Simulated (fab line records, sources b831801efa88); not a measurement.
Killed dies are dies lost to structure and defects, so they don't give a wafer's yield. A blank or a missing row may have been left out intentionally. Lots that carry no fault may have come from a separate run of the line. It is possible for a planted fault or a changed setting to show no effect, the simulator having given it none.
Which tool did it? | flow sky130 | 39 wafers from 13 lots sampled at 4 of the route's 708 steps

## WHAT EACH GAUGE READ, for each wafer
SKY_NWELL_RS_MEAS_31: a four-point-probe measurement. Usual: PWDE_RS typically reads 5276 ohm/sq, with standard deviation 16.
lot  | measured     | on            | PWDE_RS (ohm/sq) | flag
L294 | day 5 19:52  | film_metro-04 | 5255 5273 5279   |
L295 | day 6 03:20  | film_metro-01 | 5296 5270 5264   |
L296 | day 6 10:16  | film_metro-01 | 5287 5293 5297   |
L297 | day 6 14:52  | film_metro-04 | 5284 5312 5305   |
L298 | day 6 22:01  | film_metro-03 | 5262 5266 5260   |
L299 | day 7 06:44  | film_metro-03 | 5286 5271 5267   |
L301 | day 7 12:40  | film_metro-01 | 5286 5297 5290   |
L302 | day 7 19:47  | film_metro-01 | 5284 5275 5287   |
L303 | day 8 03:00  | film_metro-04 | 5278 5285 5292   |
L304 | day 8 07:35  | film_metro-04 | 5276 5268 5264   |
L309 | day 9 12:40  | film_metro-04 | 5257 5262 5262   |
L313 | day 10 16:45 | film_metro-03 | 5268 5309 5271   |
L314 | day 10 22:10 | film_metro-04 | 5279 5274 5272   |

SKY_SONOS_ONO_THK_MEAS_05. Usual: SONOS_ONO_CVD_04_THK typically reads 5.74 nm, with standard deviation 0.14.
lot  | measured     | on            | SONOS_ONO_CVD_04_THK (nm) | flag
L294 | day 12 09:45 | film_metro-04 | 5.56 5.55 5.55            |
L295 | day 12 19:07 | film_metro-02 | 5.60 5.72 5.78            |
L296 | day 13 00:52 | film_metro-03 | 5.55 5.49 5.44            |
L297 | day 13 08:04 | film_metro-03 | 5.57 5.73 5.68            |
L298 | day 13 18:49 | film_metro-02 | 5.83 5.76 5.91            |
L299 | day 14 06:05 | film_metro-03 | 5.80 5.86 5.81            |
L301 | day 14 20:22 | film_metro-04 | 5.82 5.84 5.81            |
L302 | day 14 23:14 | film_metro-03 | 5.68 5.52 5.60            |
L303 | day 15 08:40 | film_metro-02 | 5.57 5.45 5.49            |
L304 | day 15 14:04 | film_metro-04 | 5.72 5.84 5.77            |
L309 | day 17 03:40 | film_metro-02 | 5.94 6.07 5.96            |
L313 | day 18 18:55 | film_metro-02 | 5.78 5.79 5.78            |
L314 | day 19 00:17 | film_metro-03 | 6.01 6.01 5.99            |

## TOOL THAT RAN EACH LOT (tool first, then ch and the chambers of the sampled wafers, then the start)
lot  | SKY_FIELD_ISO_ETCH_17           | SKY_NWELL_IMPLANT_11
L294 | rie_si-02 ch 0,1, day 2 15:40   | implanter-03 ch 0, day 5 01:53
L295 | rie_si-01 ch 1,3, day 2 20:06   | implanter-04 ch 0, day 5 08:16
L296 | rie_si-01 ch 1,2, day 3 03:06   | implanter-01 ch 0, day 5 13:59
L297 | rie_si-02 ch 0,2, day 3 09:10   | implanter-04 ch 0, day 5 18:34
L298 | rie_si-01 ch 1,2,3, day 3 13:30 | implanter-01 ch 0, day 6 02:16
L299 | rie_si-01 ch 0,1,3, day 3 20:25 | implanter-01 ch 0, day 6 10:04
L301 | rie_si-01 ch 1,2,3, day 4 02:22 | implanter-04 ch 0, day 6 16:22
L302 | rie_si-01 ch 0,2,3, day 4 08:34 | implanter-03 ch 0, day 6 23:16
L303 | rie_si-01 ch 0,1,3, day 4 14:52 | implanter-01 ch 0, day 7 05:37
L304 | rie_si-01 ch 0,1,3, day 4 19:31 | implanter-04 ch 0, day 7 10:37
L309 | rie_si-02 ch 1,2,3, day 5 20:19 | implanter-03 ch 0, day 8 14:02
L313 | rie_si-02 ch 2,3, day 6 19:12   | implanter-03 ch 0, day 9 17:07
L314 | rie_si-01 ch 0,3, day 6 23:04   | implanter-01 ch 0, day 9 22:29
- SKY_FIELD_ISO_ETCH_17: etches Si in HBr/Cl2/O2, target depth 342 nm, time 97.7 s.
- SKY_NWELL_IMPLANT_11

## WHAT THE TOOLS THEMSELVES READ (means of the sampled wafers that have a number; where no wafer has one, the mark that the record gives instead)
SKY_FIELD_ISO_ETCH_17. Usual: drypump_motor_current_A 5.8 A, standard deviation 0.41; oes_product_au 0.998 a.u., standard deviation 0.014; throttle_valve_pct 25.657 %, standard deviation 0.013.
lot  | tool      | drypump_motor_current_A (A) | oes_product_au (a.u.) | throttle_valve_pct (%) | flag
L294 | rie_si-02 | 5.3                         | 0.992                 | 25.668                 |
L295 | rie_si-01 | 6.2                         | 0.996                 | 25.661                 |
L296 | rie_si-01 | 6.0                         | 1.016                 | 25.650                 |
L297 | rie_si-02 | 5.9                         | 0.993                 | 25.661                 |
L298 | rie_si-01 | 6.1                         | 1.008                 | 25.653                 |
L299 | rie_si-01 | 6.0                         | 1.001                 | 25.654                 |
L301 | rie_si-01 | 6.1                         | 1.012                 | 25.643                 |
L302 | rie_si-01 | 5.8                         | 0.997                 | 25.654                 |
L303 | rie_si-01 | 6.0                         | 0.999                 | 25.654                 |
L304 | rie_si-01 | 6.0                         | 1.008                 | 25.653                 |
L309 | rie_si-02 | 5.4                         | 0.985                 | 25.664                 |
L313 | rie_si-02 | 5.4                         | 0.986                 | 25.652                 |
L314 | rie_si-01 | 5.7                         | 0.984                 | 25.666                 |

SKY_NWELL_IMPLANT_11. Usual: beam_energy_keV 399.97, standard deviation 0.12; faraday_current_uA 106.9, standard deviation 2.2.
lot  | tool         | beam_energy_keV | faraday_current_uA | flag
L294 | implanter-03 | 400.06          | 107.0              |
L295 | implanter-04 | 400.03          | 107.0              |
L296 | implanter-01 | 399.99          | 105.8              |
L297 | implanter-04 | 399.92          | 109.2              |
L298 | implanter-01 | 400.02          | 107.4              |
L299 | implanter-01 | 400.01          | 106.8              |
L301 | implanter-04 | 399.89          | 107.9              |
L302 | implanter-03 | 399.86          | 106.6              |
L303 | implanter-01 | 400.03          | 109.5              |
L304 | implanter-04 | 400.04          | 106.6              |
L309 | implanter-03 | 385.32          | 106.8              | OFF
L313 | implanter-03 | 385.49          | 106.2              | OFF
L314 | implanter-01 | 399.89          | 107.1              |

## THE ANSWER, worked out from the rows above alone
Rule: a lot counts as off when the mean over its wafers that have a number is more than 3 standard deviations away from the usual mean. A lot without any number at a reading at which 4 lots or more have one is off too. The other lots that the step has rows for count as sound. First the gauges in route order, then the tools' own readings, where a lot's mean is used as printed above. At the first step where some lot is off, the reading lying furthest off is the one used; lots without a number count as furthest.
Off: L309, L313 (SKY_NWELL_IMPLANT_11, beam_energy_keV).
A tool fits if, at that step or a process step before it, it ran every lot that is off, and no sound lot after the first of them. Undecided on this evidence; 2 tools fit (rie_si-02 at SKY_FIELD_ISO_ETCH_17, implanter-03 at SKY_NWELL_IMPLANT_11).

## WHAT THE SIMULATOR PUT IN
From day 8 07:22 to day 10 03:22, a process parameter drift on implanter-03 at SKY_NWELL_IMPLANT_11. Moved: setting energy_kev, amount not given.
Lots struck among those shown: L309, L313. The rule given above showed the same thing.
